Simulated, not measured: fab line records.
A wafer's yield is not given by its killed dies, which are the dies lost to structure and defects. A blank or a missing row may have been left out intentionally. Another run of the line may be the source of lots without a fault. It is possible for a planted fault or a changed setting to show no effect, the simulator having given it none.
fab line records / flow sky130
[record] lots = 5 wafers = 14 lastDay = 50
route steps=708 shown METAL4@633 VIA4@639
lots that met no fault: from a run of the same line without faults
startH: hours from the record's opening day to when the first of the lot's shown wafers began / waitH: time in hours since the lot's previous step / " identical to the entry in the row above / L1.1+2: one row covering several wafers at once / - no value, or no start given / * or withheld: withheld / < > ~ a bound
route shown NAME@n: NAME is a module with steps in the file, n the number in the route of the first one / usual: mean/standard deviation taken from wafers without a fault / same: alike in all rows / chamber/n: place in a boat / sites: per-site readings / _std_site: standard deviation across them / _edge_site: inner sites' mean taken away from outer sites' mean / radiusMm: for every site, how far away it sits from the centre of the wafer / mask NAME#n: copy n / behind: the last tool/chamber to shape the wafer / hold: why the lot went on hold/how many hours it stayed there/how the hold came to an end / device: whichever transistor did not switch (one of n, p or np) / end of line: the same wafers' tests at the end of the route / step lacking rows: just its recipe / killed: count of dies lost to structure and defects at first sort (not the wafer's yield) / map: per-die view of a wafer (x killed, . not killed, _ where there is no die)
set.NAME: the setting as run; set.NAME@STEP: as run at that earlier step / model.NAME: the simulator's own value behind a step, which no gauge read
lots at selected steps of the route; one table per step, one row per wafer
services: when a tool's chamber went out of use (startH, in hours from the record's first day, below 0 if earlier), for how many hours, and the reason
[[steps]]
[step SKY_METAL4_ETCH_17]
[recipe] target = SiO2 stopOn = TiN chemistry = C4F8/O2/Ar sourceW = 1500 biasW = 1200 pressureMtorr = 40 c4f8FlowSccm = withheld O2_flow_sccm = 6 Ar_flow_sccm = 300 timeS = 3.9 targetDepthA = 150
[usual] oesProductAu = 0.753/0.0068
lot.wafer=L127.2 tool=rieDiel-03 chamber=3 startH=984.86 waitH=0.1 oesProductAu=0.734 rfHoursCounterH=19
lot.wafer=L127.3 tool=rieDiel-03 chamber=2 startH=984.86 waitH=0.1 oesProductAu=0.747 rfHoursCounterH=5
lot.wafer=L127.5 tool=rieDiel-03 chamber=2 startH=984.86 waitH=0.1 oesProductAu=0.757 rfHoursCounterH=-
lot.wafer=L131.1 tool=rieDiel-02 chamber=2 startH=1007.53 waitH=0.1 oesProductAu=0.748 rfHoursCounterH=20
lot.wafer=L131.4 tool=rieDiel-02 chamber=1 startH=1007.53 waitH=0.1 oesProductAu=0.748 rfHoursCounterH=20
lot.wafer=L131.5 tool=rieDiel-02 chamber=1 startH=1007.53 waitH=0.1 oesProductAu=0.753 rfHoursCounterH=-
lot.wafer=L138.2 tool=rieDiel-02 chamber=3 startH=1050.01 waitH=0.1 oesProductAu=0.760 rfHoursCounterH=5
lot.wafer=L138.5 tool=rieDiel-02 chamber=3 startH=1050.01 waitH=0.1 oesProductAu=0.760 rfHoursCounterH=-
lot.wafer=L147.3 tool=rieDiel-02 chamber=0 startH=1108.88 waitH=0.0 oesProductAu=0.757 rfHoursCounterH=8
lot.wafer=L147.4 tool=rieDiel-02 chamber=2 startH=1108.88 waitH=0.0 oesProductAu=0.758 rfHoursCounterH=-
lot.wafer=L147.6 tool=rieDiel-02 chamber=0 startH=1108.88 waitH=0.0 oesProductAu=0.765 rfHoursCounterH=-
lot.wafer=L150.2 tool=rieDiel-02 chamber=0 startH=1119.91 waitH=0.1 oesProductAu=0.745 rfHoursCounterH=9
lot.wafer=L150.4 tool=rieDiel-02 chamber=1 startH=1119.91 waitH=0.1 oesProductAu=0.755 rfHoursCounterH=23
lot.wafer=L150.6 tool=rieDiel-02 chamber=0 startH=1119.91 waitH=0.1 oesProductAu=0.758 rfHoursCounterH=-
[step SKY_METAL4_METAL_ETCH_18]
[recipe] targetDepthA = 8450 stopOn = SiO2 overEtchFrac = 0.3 timeS = 183.1 chemistry = Cl2/BCl3 resistSidewallDeg = 88 pressureMtorr = 10 icpW = 900 biasW = 48.5 Cl2_flow_sccm = 60 bcl3FlowSccm = 30
[usual] drypumpMotorCurrentA = 5.9/0.47 oesProductAu = 0.864/0.007 throttleValvePct = 22.263/0.0087
lot.wafer=L127.2 tool=rieMetal-03 chamber=0 startH=984.88 waitH=0.0 drypumpMotorCurrentA=5.2 oesProductAu=0.863 rfHoursCounterH=6 throttleValvePct=22.272
lot.wafer=L127.3 tool=rieMetal-03 chamber=1 startH=984.88 waitH=0.0 drypumpMotorCurrentA=5.9 oesProductAu=0.853 rfHoursCounterH=- throttleValvePct=22.255
lot.wafer=L127.5 tool=rieMetal-03 chamber=1 startH=984.88 waitH=0.0 drypumpMotorCurrentA=5.9 oesProductAu=0.865 rfHoursCounterH=- throttleValvePct=22.275
lot.wafer=L131.1 tool=rieMetal-03 chamber=1 startH=1007.54 waitH=0.0 drypumpMotorCurrentA=5.9 oesProductAu=0.870 rfHoursCounterH=1 throttleValvePct=22.254
lot.wafer=L131.4 tool=rieMetal-03 chamber=1 startH=1007.54 waitH=0.0 drypumpMotorCurrentA=5.9 oesProductAu=0.870 rfHoursCounterH=- throttleValvePct=22.271
lot.wafer=L131.5 tool=rieMetal-03 chamber=0 startH=1007.54 waitH=0.0 drypumpMotorCurrentA=5.2 oesProductAu=0.868 rfHoursCounterH=- throttleValvePct=22.277
lot.wafer=L138.2 tool=rieMetal-04 chamber=1 startH=1050.03 waitH=0.0 drypumpMotorCurrentA=5.3 oesProductAu=0.862 rfHoursCounterH=13 throttleValvePct=22.280
lot.wafer=L138.5 tool=rieMetal-04 chamber=1 startH=1050.03 waitH=0.0 drypumpMotorCurrentA=5.3 oesProductAu=0.862 rfHoursCounterH=- throttleValvePct=22.269
lot.wafer=L147.3 tool=rieMetal-03 chamber=1 startH=1108.95 waitH=0.1 drypumpMotorCurrentA=5.9 oesProductAu=0.865 rfHoursCounterH=- throttleValvePct=22.273
lot.wafer=L147.4 tool=rieMetal-03 chamber=0 startH=1108.95 waitH=0.1 drypumpMotorCurrentA=5.2 oesProductAu=0.861 rfHoursCounterH=- throttleValvePct=22.256
lot.wafer=L147.6 tool=rieMetal-03 chamber=1 startH=1108.95 waitH=0.1 drypumpMotorCurrentA=5.9 oesProductAu=0.867 rfHoursCounterH=- throttleValvePct=22.265
lot.wafer=L150.2 tool=rieMetal-01 chamber=0 startH=1119.93 waitH=0.0 drypumpMotorCurrentA=5.8 oesProductAu=0.863 rfHoursCounterH=26 throttleValvePct=22.261
lot.wafer=L150.4 tool=rieMetal-01 chamber=1 startH=1119.93 waitH=0.0 drypumpMotorCurrentA=6.4 oesProductAu=0.866 rfHoursCounterH=- throttleValvePct=22.264
lot.wafer=L150.6 tool=rieMetal-01 chamber=0 startH=1119.93 waitH=0.0 drypumpMotorCurrentA=5.8 oesProductAu=0.859 rfHoursCounterH=- throttleValvePct=22.259
[step SKY_METAL4_STRIP_19]
[recipe] chemistry = O2/N2 powerW = 1400 pressureMtorr = 1500 platenTempC = withheld o2FlowSccm = 3000 n2FlowSccm = 300 overashFraction = 0.5
[usual] drypumpMotorCurrentA = 5.86/0.28 oesProductAu = 0.501/0.0061 stripTimeToEndpointS = 6.53/0.096
lot.wafer=L127.2 tool=plasmaAsher-04 chamber=1 startH=985.06 waitH=0.1 drypumpMotorCurrentA=5.83 oesProductAu=0.495 rfHoursCounterH=85 stripTimeToEndpointS=6.41
lot.wafer=L127.3 tool=plasmaAsher-04 chamber=1 startH=985.06 waitH=0.1 drypumpMotorCurrentA=5.85 oesProductAu=0.511 rfHoursCounterH=- stripTimeToEndpointS=6.59
lot.wafer=L127.5 tool=plasmaAsher-04 chamber=0 startH=985.06 waitH=0.1 drypumpMotorCurrentA=5.70 oesProductAu=0.513 rfHoursCounterH=- stripTimeToEndpointS=6.64
lot.wafer=L131.1 tool=plasmaAsher-03 chamber=1 startH=1007.72 waitH=0.1 drypumpMotorCurrentA=6.23 oesProductAu=0.503 rfHoursCounterH=118 stripTimeToEndpointS=6.75
lot.wafer=L131.4 tool=plasmaAsher-03 chamber=1 startH=1007.72 waitH=0.1 drypumpMotorCurrentA=6.19 oesProductAu=0.509 rfHoursCounterH=- stripTimeToEndpointS=6.66
lot.wafer=L131.5 tool=plasmaAsher-03 chamber=1 startH=1007.72 waitH=0.1 drypumpMotorCurrentA=6.21 oesProductAu=0.501 rfHoursCounterH=- stripTimeToEndpointS=6.45
lot.wafer=L138.2 tool=plasmaAsher-02 chamber=1 startH=1050.21 waitH=0.1 drypumpMotorCurrentA=5.37 oesProductAu=0.501 rfHoursCounterH=30 stripTimeToEndpointS=6.48
lot.wafer=L138.5 tool=plasmaAsher-02 chamber=1 startH=1050.21 waitH=0.1 drypumpMotorCurrentA=5.37 oesProductAu=0.508 rfHoursCounterH=- stripTimeToEndpointS=6.53
lot.wafer=L147.3 tool=plasmaAsher-04 chamber=0 startH=1109.11 waitH=0.1 drypumpMotorCurrentA=5.67 oesProductAu=0.507 rfHoursCounterH=- stripTimeToEndpointS=6.51
lot.wafer=L147.4 tool=plasmaAsher-04 chamber=1 startH=1109.11 waitH=0.1 drypumpMotorCurrentA=5.87 oesProductAu=0.496 rfHoursCounterH=- stripTimeToEndpointS=6.40
lot.wafer=L147.6 tool=plasmaAsher-04 chamber=1 startH=1109.11 waitH=0.1 drypumpMotorCurrentA=5.84 oesProductAu=0.502 rfHoursCounterH=- stripTimeToEndpointS=6.60
lot.wafer=L150.2 tool=plasmaAsher-04 chamber=1 startH=1120.11 waitH=0.1 drypumpMotorCurrentA=5.85 oesProductAu=0.503 rfHoursCounterH=97 stripTimeToEndpointS=6.64
lot.wafer=L150.4 tool=plasmaAsher-04 chamber=0 startH=1120.11 waitH=0.1 drypumpMotorCurrentA=5.71 oesProductAu=0.503 rfHoursCounterH=- stripTimeToEndpointS=6.53
lot.wafer=L150.6 tool=plasmaAsher-04 chamber=1 startH=1120.11 waitH=0.1 drypumpMotorCurrentA=5.87 oesProductAu=0.505 rfHoursCounterH=- stripTimeToEndpointS=6.60
[step SKY_METAL4_STRIP_20]
[recipe] chemistry = postEtchResidueRemover timeS = 1200 tempC = 72.5
[step SKY_METAL4_CLEAN_21]
[recipe] chemistry = IPA timeS = 180 tempC = 25
[step SKY_METAL4_CLEAN_22]
[recipe] chemistry = O3/DIW dry = n2Spin
[step SKY_VIA4_HDPCVD_00]
[recipe] material = SiO2 targetThkNm = 1750 sigmaOpenFrac = 0.3 timeS = 291.7 tempC = 400 sih4FlowSccm = 60 pressureMtorr = 6
[step SKY_VIA4_THK_MEAS_01]
[recipe] reads = SiO2_of_VIA4_HDPCVD_00
[usual] VIA4_HDPCVD_THK = 1746/19
lot.wafer=L127.2 tool=filmMetro-02 chamber=- startH=985.84 waitH=0.1 VIA4_HDPCVD_THK[nm]=1738
lot.wafer=L127.3 tool=filmMetro-02 chamber=- startH=985.84 waitH=0.1 VIA4_HDPCVD_THK[nm]=1742
lot.wafer=L127.5 tool=filmMetro-02 chamber=- startH=985.84 waitH=0.1 VIA4_HDPCVD_THK[nm]=1749
lot.wafer=L131.1 tool=filmMetro-01 chamber=- startH=1008.49 waitH=0.1 VIA4_HDPCVD_THK[nm]=1751
lot.wafer=L131.4 tool=filmMetro-01 chamber=- startH=1008.49 waitH=0.1 VIA4_HDPCVD_THK[nm]=1746
lot.wafer=L131.5 tool=filmMetro-01 chamber=- startH=1008.49 waitH=0.1 VIA4_HDPCVD_THK[nm]=1758
lot.wafer=L138.2 tool=filmMetro-02 chamber=- startH=1050.99 waitH=0.1 VIA4_HDPCVD_THK[nm]=1721
lot.wafer=L138.5 tool=filmMetro-02 chamber=- startH=1050.99 waitH=0.1 VIA4_HDPCVD_THK[nm]=1700
lot.wafer=L147.3 tool=filmMetro-01 chamber=- startH=1109.90 waitH=0.1 VIA4_HDPCVD_THK[nm]=1737
lot.wafer=L147.4 tool=filmMetro-01 chamber=- startH=1109.90 waitH=0.1 VIA4_HDPCVD_THK[nm]=1718
lot.wafer=L147.6 tool=filmMetro-01 chamber=- startH=1109.90 waitH=0.1 VIA4_HDPCVD_THK[nm]=1705
lot.wafer=L150.2 tool=filmMetro-01 chamber=- startH=1120.93 waitH=0.1 VIA4_HDPCVD_THK[nm]=1773
lot.wafer=L150.4 tool=filmMetro-01 chamber=- startH=1120.93 waitH=0.1 VIA4_HDPCVD_THK[nm]=1764
lot.wafer=L150.6 tool=filmMetro-01 chamber=- startH=1120.93 waitH=0.1 VIA4_HDPCVD_THK[nm]=1756
[step SKY_VIA4_CMP_02]
[recipe] material = SiO2 downForcePsi = 4 platenRpm = 60 padVelocityMS = 0.94248
[usual] motorCurrentA = 11.3/0.72 slurryFlowMlMin = 150.0/0.43
lot.wafer=L127.3 tool=cmp-01 chamber=1 startH=986.31 waitH=0.5 motorCurrentA=11.7 slurryFlowMlMin=149.4
lot.wafer=L127.2 tool=cmp-01 chamber=3 startH=986.31 waitH=0.5 motorCurrentA=12.3 slurryFlowMlMin=150.6
lot.wafer=L127.5 tool=cmp-01 chamber=0 startH=986.31 waitH=0.5 motorCurrentA=11.0 slurryFlowMlMin=150.7
lot.wafer=L131.1 tool=cmp-02 chamber=1 startH=1008.61 waitH=0.1 motorCurrentA=11.2 slurryFlowMlMin=149.8
lot.wafer=L131.4 tool=cmp-02 chamber=2 startH=1008.61 waitH=0.1 motorCurrentA=11.0 slurryFlowMlMin=150.7
lot.wafer=L131.5 tool=cmp-02 chamber=0 startH=1008.61 waitH=0.1 motorCurrentA=11.0 slurryFlowMlMin=150.3
lot.wafer=L138.2 tool=cmp-01 chamber=0 startH=1051.04 waitH=0.0 motorCurrentA=11.9 slurryFlowMlMin=149.6
lot.wafer=L138.5 tool=cmp-01 chamber=0 startH=1051.04 waitH=0.0 motorCurrentA=11.3 slurryFlowMlMin=150.1
lot.wafer=L147.4 tool=cmp-02 chamber=2 startH=1109.94 waitH=0.0 motorCurrentA=10.2 slurryFlowMlMin=150.0
lot.wafer=L147.3 tool=cmp-02 chamber=3 startH=1109.94 waitH=0.0 motorCurrentA=10.4 slurryFlowMlMin=149.4
lot.wafer=L147.6 tool=cmp-02 chamber=2 startH=1109.94 waitH=0.0 motorCurrentA=10.6 slurryFlowMlMin=150.7
lot.wafer=L150.2 tool=cmp-01 chamber=3 startH=1121.08 waitH=0.1 motorCurrentA=12.3 slurryFlowMlMin=149.7
lot.wafer=L150.4 tool=cmp-01 chamber=0 startH=1121.08 waitH=0.1 motorCurrentA=11.2 slurryFlowMlMin=150.5
lot.wafer=L150.6 tool=cmp-01 chamber=1 startH=1121.08 waitH=0.1 motorCurrentA=11.5 slurryFlowMlMin=150.2
[step SKY_VIA4_BOW_MEAS_03]
[recipe] mode = bow
[usual] VIA4_BOW = 79/9
lot.wafer=L127.2 tool=filmMetro-04 chamber=- startH=986.58 waitH=0.1 VIA4_BOW[um]=63
lot.wafer=L127.3 tool=filmMetro-04 chamber=- startH=986.58 waitH=0.1 VIA4_BOW[um]=59
lot.wafer=L127.5 tool=filmMetro-04 chamber=- startH=986.58 waitH=0.1 VIA4_BOW[um]=66
lot.wafer=L131.1 tool=filmMetro-02 chamber=- startH=1008.88 waitH=0.2 VIA4_BOW[um]=69
lot.wafer=L131.4 tool=filmMetro-02 chamber=- startH=1008.88 waitH=0.2 VIA4_BOW[um]=79
lot.wafer=L131.5 tool=filmMetro-02 chamber=- startH=1008.88 waitH=0.2 VIA4_BOW[um]=68
lot.wafer=L138.2 tool=filmMetro-01 chamber=- startH=1051.36 waitH=0.3 VIA4_BOW[um]=98
lot.wafer=L138.5 tool=filmMetro-01 chamber=- startH=1051.36 waitH=0.3 VIA4_BOW[um]=93
lot.wafer=L147.3 tool=filmMetro-02 chamber=- startH=1110.28 waitH=0.2 VIA4_BOW[um]=69
lot.wafer=L147.4 tool=filmMetro-02 chamber=- startH=1110.28 waitH=0.2 VIA4_BOW[um]=83
lot.wafer=L147.6 tool=filmMetro-02 chamber=- startH=1110.28 waitH=0.2 VIA4_BOW[um]=80
lot.wafer=L150.2 tool=filmMetro-02 chamber=- startH=1121.30 waitH=0.2 VIA4_BOW[um]=95
lot.wafer=L150.4 tool=filmMetro-02 chamber=- startH=1121.30 waitH=0.2 VIA4_BOW[um]=86
lot.wafer=L150.6 tool=filmMetro-02 chamber=- startH=1121.30 waitH=0.2 VIA4_BOW[um]=91
[step SKY_VIA4_DEHYDRATE_04]
[recipe] tempC = 200 timeS = 60
[step SKY_VIA4_HMDS_05]
[recipe] primeTimeS = 60 primeTempC = 120
[step SKY_VIA4_COAT_06]
[recipe] resist = NOVOLAK spinRpm = 3000 resistThkNm = 1140
lot.wafer=L127.2 tool=lithoTrack-01 chamber=0 startH=998.07 waitH=0.1 model.NOVOLAK_of_VIA4_COAT_06.thkNm=1140
lot.wafer=L127.3 tool=lithoTrack-01 chamber=0 startH=998.07 waitH=0.1 model.NOVOLAK_of_VIA4_COAT_06.thkNm=1143
lot.wafer=L127.5 tool=lithoTrack-01 chamber=0 startH=998.07 waitH=0.1 model.NOVOLAK_of_VIA4_COAT_06.thkNm=1141
lot.wafer=L131.1+5 tool=lithoTrack-04 chamber=0 startH=1019.64 waitH=0.1 model.NOVOLAK_of_VIA4_COAT_06.thkNm=1136
lot.wafer=L131.4 tool=lithoTrack-04 chamber=0 startH=1019.64 waitH=0.1 model.NOVOLAK_of_VIA4_COAT_06.thkNm=1138
lot.wafer=L138.2 tool=lithoTrack-01 chamber=0 startH=1062.07 waitH=0.1 model.NOVOLAK_of_VIA4_COAT_06.thkNm=1139
lot.wafer=L138.5 tool=lithoTrack-01 chamber=0 startH=1062.07 waitH=0.1 model.NOVOLAK_of_VIA4_COAT_06.thkNm=1085
lot.wafer=L147.3 tool=lithoTrack-04 chamber=0 startH=1119.49 waitH=0.1 model.NOVOLAK_of_VIA4_COAT_06.thkNm=1142
lot.wafer=L147.4 tool=lithoTrack-04 chamber=0 startH=1119.49 waitH=0.1 model.NOVOLAK_of_VIA4_COAT_06.thkNm=1141
lot.wafer=L147.6 tool=lithoTrack-04 chamber=0 startH=1119.49 waitH=0.1 model.NOVOLAK_of_VIA4_COAT_06.thkNm=1138
lot.wafer=L150.2+4 tool=lithoTrack-04 chamber=0 startH=1131.07 waitH=0.1 model.NOVOLAK_of_VIA4_COAT_06.thkNm=1135
lot.wafer=L150.6 tool=lithoTrack-04 chamber=0 startH=1131.07 waitH=0.1 model.NOVOLAK_of_VIA4_COAT_06.thkNm=1132
[step SKY_VIA4_SOFTBAKE_07]
[recipe] tempC = 90 timeS = 60 resist = NOVOLAK
[step SKY_VIA4_EXPOSE_08]
[recipe] maskId = VIM4 na = 0.6 sourceShape = conventional sigmaOuter = 0.6 polarization = unpolarized targetCdNm = 800 doseMj = 132
[step SKY_VIA4_PEB_09]
[recipe] tempC = withheld timeS = * resist = NOVOLAK
[step SKY_VIA4_DEVELOP_10]
[recipe] resist = NOVOLAK developer = TMAH developTimeS = 60 devTempC = 23
[step SKY_VIA4_OVL_MEAS_11]
[usual] VIA4_OVL = 0.0/1.6
lot.wafer=L127.2 tool=overlay-01 chamber=- startH=1009.73 waitH=0.1 VIA4_OVL[nm]=0.0
lot.wafer=L127.3 tool=overlay-01 chamber=- startH=1009.73 waitH=0.1 VIA4_OVL[nm]=1.8
lot.wafer=L127.5 tool=overlay-01 chamber=- startH=1009.73 waitH=0.1 VIA4_OVL[nm]=0.5
lot.wafer=L131.1 tool=overlay-02 chamber=- startH=1030.44 waitH=0.1 VIA4_OVL[nm]=0.0
lot.wafer=L131.4 tool=overlay-02 chamber=- startH=1030.44 waitH=0.1 VIA4_OVL[nm]=-0.5
lot.wafer=L131.5 tool=overlay-02 chamber=- startH=1030.44 waitH=0.1 VIA4_OVL[nm]=0.7
lot.wafer=L138.2 tool=overlay-02 chamber=- startH=1072.53 waitH=0.1 VIA4_OVL[nm]=0.8
lot.wafer=L138.5 tool=overlay-02 chamber=- startH=1072.53 waitH=0.1 VIA4_OVL[nm]=0.6
lot.wafer=L147.3 tool=overlay-02 chamber=- startH=1129.99 waitH=0.1 VIA4_OVL[nm]=0.7
lot.wafer=L147.4 tool=overlay-02 chamber=- startH=1129.99 waitH=0.1 VIA4_OVL[nm]=1.6
lot.wafer=L147.6 tool=overlay-02 chamber=- startH=1129.99 waitH=0.1 VIA4_OVL[nm]=0.7
lot.wafer=L150.2 tool=overlay-02 chamber=- startH=1140.28 waitH=0.1 VIA4_OVL[nm]=0.0
lot.wafer=L150.4 tool=overlay-02 chamber=- startH=1140.28 waitH=0.1 VIA4_OVL[nm]=0.2
lot.wafer=L150.6 tool=overlay-02 chamber=- startH=1140.28 waitH=0.1 VIA4_OVL[nm]=1.4
[step SKY_VIA4_ETCH_12]
[recipe] target = SiO2 chemistry = C4F8/O2/Ar stopOn = TiN maskMaterial = NOVOLAK sourceW = 1500 biasW = 1200 pressureMtorr = 40 c4f8FlowSccm = withheld O2_flow_sccm = 6 Ar_flow_sccm = 300 timeS = withheld targetDepthA = 5800
[usual] oesProductAu = 0.925/0.0047
lot.wafer=L127.2 tool=rieDiel-04 chamber=2 startH=1009.76 waitH=0.0 oesProductAu=0.924 model.NOVOLAK_of_VIA4_COAT_06.thkNm=1012 model.VIA4.cdNm=801.8
lot.wafer=L127.3 tool=rieDiel-04 chamber=1 startH=1009.76 waitH=0.0 oesProductAu=0.922 model.NOVOLAK_of_VIA4_COAT_06.thkNm=1014 model.VIA4.cdNm=799.9
lot.wafer=L127.5 tool=rieDiel-04 chamber=1 startH=1009.76 waitH=0.0 oesProductAu=0.928 model.NOVOLAK_of_VIA4_COAT_06.thkNm=1010 model.VIA4.cdNm=802.4
lot.wafer=L131.1 tool=rieDiel-04 chamber=1 startH=1030.48 waitH=0.0 oesProductAu=0.919 model.NOVOLAK_of_VIA4_COAT_06.thkNm=1005 model.VIA4.cdNm=799.6
lot.wafer=L131.4 tool=rieDiel-04 chamber=3 startH=1030.48 waitH=0.0 oesProductAu=0.934 model.NOVOLAK_of_VIA4_COAT_06.thkNm=1005 model.VIA4.cdNm=801.7
lot.wafer=L131.5 tool=rieDiel-04 chamber=0 startH=1030.48 waitH=0.0 oesProductAu=0.929 model.NOVOLAK_of_VIA4_COAT_06.thkNm=1006 model.VIA4.cdNm=801.2
lot.wafer=L138.2 tool=rieDiel-03 chamber=0 startH=1072.56 waitH=0.0 oesProductAu=0.929 model.NOVOLAK_of_VIA4_COAT_06.thkNm=1011 model.VIA4.cdNm=799
lot.wafer=L138.5 tool=rieDiel-03 chamber=2 startH=1072.56 waitH=0.0 oesProductAu=0.920 model.NOVOLAK_of_VIA4_COAT_06.thkNm=954.7 model.VIA4.cdNm=805.3
lot.wafer=L147.3 tool=rieDiel-02 chamber=1 startH=1130.01 waitH=0.0 oesProductAu=0.925 model.NOVOLAK_of_VIA4_COAT_06.thkNm=1012 model.VIA4.cdNm=797.3
lot.wafer=L147.4 tool=rieDiel-02 chamber=2 startH=1130.01 waitH=0.0 oesProductAu=0.934 model.NOVOLAK_of_VIA4_COAT_06.thkNm=1009 model.VIA4.cdNm=797.4
lot.wafer=L147.6 tool=rieDiel-02 chamber=1 startH=1130.01 waitH=0.0 oesProductAu=0.929 model.NOVOLAK_of_VIA4_COAT_06.thkNm=1008 model.VIA4.cdNm=798.7
lot.wafer=L150.2 tool=rieDiel-04 chamber=2 startH=1140.31 waitH=0.0 oesProductAu=0.921 model.NOVOLAK_of_VIA4_COAT_06.thkNm=1005 model.VIA4.cdNm=807.6
lot.wafer=L150.4 tool=rieDiel-04 chamber=0 startH=1140.31 waitH=0.0 oesProductAu=0.926 model.NOVOLAK_of_VIA4_COAT_06.thkNm=1004 model.VIA4.cdNm=802.9
lot.wafer=L150.6 tool=rieDiel-04 chamber=1 startH=1140.31 waitH=0.0 oesProductAu=0.936 model.NOVOLAK_of_VIA4_COAT_06.thkNm=999.3 model.VIA4.cdNm=804.1
[step SKY_VIA4_STRIP_13]
[recipe] chemistry = O2/N2 powerW = 1400 pressureMtorr = 1500 platenTempC = withheld o2FlowSccm = 3000 n2FlowSccm = 300 overashFraction = 0.5
[usual] drypumpMotorCurrentA = 5.82/0.27 oesProductAu = 0.710/0.0051 stripTimeToEndpointS = 12.805/0.029
lot.wafer=L127.2 tool=plasmaAsher-04 chamber=1 startH=1009.83 waitH=- drypumpMotorCurrentA=5.84 oesProductAu=0.710 rfHoursCounterH=87 stripTimeToEndpointS=12.823
lot.wafer=L127.3 tool=plasmaAsher-04 chamber=0 startH=1009.83 waitH=- drypumpMotorCurrentA=5.68 oesProductAu=0.712 rfHoursCounterH=- stripTimeToEndpointS=12.845
lot.wafer=L127.5 tool=plasmaAsher-04 chamber=1 startH=1009.83 waitH=- drypumpMotorCurrentA=5.85 oesProductAu=0.704 rfHoursCounterH=- stripTimeToEndpointS=12.796
lot.wafer=L131.1 tool=plasmaAsher-01 chamber=1 startH=1030.55 waitH=- drypumpMotorCurrentA=6.02 oesProductAu=0.705 rfHoursCounterH=61 stripTimeToEndpointS=12.798
lot.wafer=L131.4 tool=plasmaAsher-01 chamber=0 startH=1030.55 waitH=- drypumpMotorCurrentA=5.42 oesProductAu=0.702 rfHoursCounterH=- stripTimeToEndpointS=12.797
lot.wafer=L131.5 tool=plasmaAsher-01 chamber=1 startH=1030.55 waitH=- drypumpMotorCurrentA=5.99 oesProductAu=0.705 rfHoursCounterH=- stripTimeToEndpointS=12.797
lot.wafer=L138.2 tool=plasmaAsher-01 chamber=1 startH=1072.63 waitH=- drypumpMotorCurrentA=6.00 oesProductAu=0.710 rfHoursCounterH=65 stripTimeToEndpointS=12.802
lot.wafer=L138.5 tool=plasmaAsher-01 chamber=0 startH=1072.63 waitH=- drypumpMotorCurrentA=5.44 oesProductAu=0.710 rfHoursCounterH=- stripTimeToEndpointS=12.219
lot.wafer=L147.3 tool=plasmaAsher-03 chamber=1 startH=1130.12 waitH=- drypumpMotorCurrentA=6.23 oesProductAu=0.716 rfHoursCounterH=- stripTimeToEndpointS=12.797
lot.wafer=L147.4 tool=plasmaAsher-03 chamber=0 startH=1130.12 waitH=- drypumpMotorCurrentA=5.94 oesProductAu=0.707 rfHoursCounterH=- stripTimeToEndpointS=12.775
lot.wafer=L147.6 tool=plasmaAsher-03 chamber=0 startH=1130.12 waitH=- drypumpMotorCurrentA=5.96 oesProductAu=0.710 rfHoursCounterH=- stripTimeToEndpointS=12.821
lot.wafer=L150.2 tool=plasmaAsher-04 chamber=0 startH=1140.38 waitH=- drypumpMotorCurrentA=5.68 oesProductAu=0.715 rfHoursCounterH=99 stripTimeToEndpointS=12.795
lot.wafer=L150.4 tool=plasmaAsher-04 chamber=1 startH=1140.38 waitH=- drypumpMotorCurrentA=5.82 oesProductAu=0.718 rfHoursCounterH=- stripTimeToEndpointS=12.808
lot.wafer=L150.6 tool=plasmaAsher-04 chamber=0 startH=1140.38 waitH=- drypumpMotorCurrentA=5.71 oesProductAu=0.714 rfHoursCounterH=- stripTimeToEndpointS=12.736
[step SKY_VIA4_STRIP_14]
[recipe] chemistry = postEtchResidueRemover timeS = 1200 tempC = 72.5
[[services]]
tool=cmp-02 chamber=- startH=1004.17 hours=2.8 kind=repair
tool=plasmaAsher-01 chamber=- startH=1006.28 hours=4.5 kind=repair
tool=plasmaAsher-04 chamber=- startH=1010.13 hours=7.4 kind=repair
tool=rieDiel-03 chamber=- startH=1031.98 hours=0.4 kind=repair
tool=cmp-01 chamber=- startH=1033.35 hours=2.7 kind=repair
tool=cmp-01 chamber=- startH=1035.60 hours=2.1 kind=repair
tool=cmp-02 chamber=- startH=1038.21 hours=4.4 kind=pm
tool=rieDiel-04 chamber=1 startH=1046.99 hours=- kind=clean
tool=rieDiel-04 chamber=1 startH=1046.99 hours=20.1 kind=scheduledDown
tool=rieDiel-04 chamber=1 startH=1046.99 hours=20.1 kind=ventCycle
tool=plasmaAsher-04 chamber=- startH=1047.07 hours=5.6 kind=repair
tool=rieDiel-04 chamber=2 startH=1052.98 hours=7.2 kind=repair
tool=plasmaAsher-02 chamber=- startH=1053.40 hours=0.8 kind=repair
tool=plasmaAsher-03 chamber=- startH=1055.27 hours=9.0 kind=pm
tool=cmp-02 chamber=- startH=1062.61 hours=0.8 kind=repair
tool=plasmaAsher-03 chamber=- startH=1071.02 hours=1.8 kind=repair
tool=cmp-02 chamber=- startH=1080.33 hours=3.2 kind=repair
tool=cmp-02 chamber=- startH=1084.00 hours=4.0 kind=pm
tool=rieDiel-02 chamber=1 startH=1087.98 hours=21.8 kind=repair
tool=rieMetal-01 chamber=1 startH=1109.82 hours=10.1 kind=repair
tool=cmp-02 chamber=- startH=1119.58 hours=6.2 kind=pm
tool=rieDiel-02 chamber=1 startH=1121.28 hours=8.5 kind=repair
tool=plasmaAsher-02 chamber=- startH=1128.21 hours=3.4 kind=repair
tool=rieDiel-03 chamber=3 startH=1130.58 hours=4.2 kind=repair
[[key]]
[firstSign] step = SKY_VIA4_STRIP_13 reading = stripTimeToEndpointS direction = down sigmas = 20 usual = * struck = *
effect none on later readings
[modelEffect] step = SKY_VIA4_COAT_06 value = NOVOLAK_of_VIA4_COAT_06.thkNm without = 1141 struck = 1085
[modelEffect] step = SKY_VIA4_ETCH_12 value = NOVOLAK_of_VIA4_COAT_06.thkNm without = 1011 struck = 954.7
metAt SKY_VIA4_COAT_06
struckWafers L138.5
sortLeftOut L138.5
onsetBetween 998.07 1062.07
[fault] kind = processParameterDrift tool = lithoTrack-01 chamber = - onsetH = 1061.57 steps = SKY_VIA4_COAT_06 channel = resistThkNm offset = -55.853 shape = step endH = 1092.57 scope = struckWafersOnly actsIn = theseRecipesOnly stated = 1140
// sortLeftOut: the simulated sort isn't trusted on such a fault, so these wafers' sort isn't shown, and their yield isn't known
